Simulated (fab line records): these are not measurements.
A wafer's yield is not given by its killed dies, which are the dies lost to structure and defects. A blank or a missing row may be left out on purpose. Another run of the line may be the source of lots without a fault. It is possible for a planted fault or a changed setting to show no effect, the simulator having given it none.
The tool behind it: which one? | flow sky130 | 14 lots with 42 wafers sampled at 2 steps, on a route of 708 steps

WHAT THE GAUGES SHOWED, per wafer
SKY_CONTACT_RS_MEAS_25: the measuring method here is four-point-probe. Usual: for CONTACT_W_RS the level is 0.337 ohm/sq and the standard deviation is 0.0067.
lot  | measured     | on            | CONTACT_W_RS (ohm/sq) | flag
L316 | day 31 18:23 | film-metro-03 | 0.338 0.339 0.340     |
L317 | day 32 11:30 | film-metro-01 | 0.342 0.344 0.341     |
L319 | day 32 19:39 | film-metro-02 | 0.337 0.342 0.337     |
L323 | day 34 17:02 | film-metro-01 | 0.345 0.343 0.341     |
L324 | day 34 18:37 | film-metro-03 | 0.322 0.324 0.335     |
L326 | day 35 14:22 | film-metro-03 | 0.333 0.320 0.336     |
L327 | day 35 21:58 | film-metro-02 | 0.338 0.342 0.339     |
L330 | day 36 13:01 | film-metro-02 | 0.326 0.337 0.328     |
L331 | day 36 19:19 | film-metro-03 | 0.338 0.338 0.336     |
L332 | day 37 04:15 | film-metro-03 | 0.326 0.335 0.331     |
L335 | day 37 21:55 | film-metro-03 | 0.350 0.345 0.340     |
L336 | day 38 04:21 | film-metro-02 | 0.337 0.340 0.342     |
L337 | day 38 09:31 | film-metro-03 | 0.337 0.329 0.338     |
L338 | day 38 20:52 | film-metro-02 | 0.340 0.344 0.343     |

WHAT TOOL EACH LOT RAN ON (gives the tool, then ch and the chambers of the sampled wafers, and finally the start)
lot  | SKY_CONTACT_CVD_24
L316 | cvd-w-01 ch 0,1, day 31 18:16
L317 | cvd-w-01 ch 0,1, day 32 11:23
L319 | cvd-w-02 ch 0,1, day 32 19:31
L323 | cvd-w-01 ch 0,1, day 34 16:55
L324 | cvd-w-02 ch 0,1, day 34 18:31
L326 | cvd-w-02 ch 0,1, day 35 14:16
L327 | cvd-w-01 ch 0,1, day 35 21:50
L330 | cvd-w-02 ch 0,1, day 36 12:53
L331 | cvd-w-01 ch 0,1, day 36 19:12
L332 | cvd-w-02 ch 0,1, day 37 04:08
L335 | cvd-w-01 ch 0,1, day 37 21:47
L336 | cvd-w-01 ch 0,1, day 38 04:13
L337 | cvd-w-02 ch 0,1, day 38 09:24
L338 | cvd-w-01 ch 0,1, day 38 20:44
- SKY_CONTACT_CVD_24: deposits W, target thk 340 nm, time 102.12 s.

AS READ BY THE TOOLS THEMSELVES (means over the sampled wafers that have a number; for cases with no such wafer, the mark the record gives instead)
SKY_CONTACT_CVD_24. Usual: heater-power-w at 835 W, with a standard deviation of 53.
lot  | tool     | heater-power-w (W) | flag
L316 | cvd-w-01 | 885                |
L317 | cvd-w-01 | 875                |
L319 | cvd-w-02 | 785                |
L323 | cvd-w-01 | 887                |
L324 | cvd-w-02 | 812                |
L326 | cvd-w-02 | 780                |
L327 | cvd-w-01 | 875                |
L330 | cvd-w-02 | 818                |
L331 | cvd-w-01 | 852                |
L332 | cvd-w-02 | 789                |
L335 | cvd-w-01 | 877                |
L336 | cvd-w-01 | 889                |
L337 | cvd-w-02 | 794                |
L338 | cvd-w-01 | 865                |

THE ANSWER, worked out from the rows above alone
Rule: a lot counts as off when the mean over its wafers that have a number is more than 3 standard deviations away from the usual mean. A lot without any number at a reading at which 4 lots or more have one is off too. Any other lot the step has rows for is counted as sound. Order of review: gauges by route order, followed by the tools' own readings, for which a lot's mean as printed above is used. The first step at which some lot is off is used, and at that step the reading that is off furthest; a lot without a number counts as furthest.
Nothing can be told from this: no lot is off at any reading shown.

WHAT THE SIMULATOR PUT IN
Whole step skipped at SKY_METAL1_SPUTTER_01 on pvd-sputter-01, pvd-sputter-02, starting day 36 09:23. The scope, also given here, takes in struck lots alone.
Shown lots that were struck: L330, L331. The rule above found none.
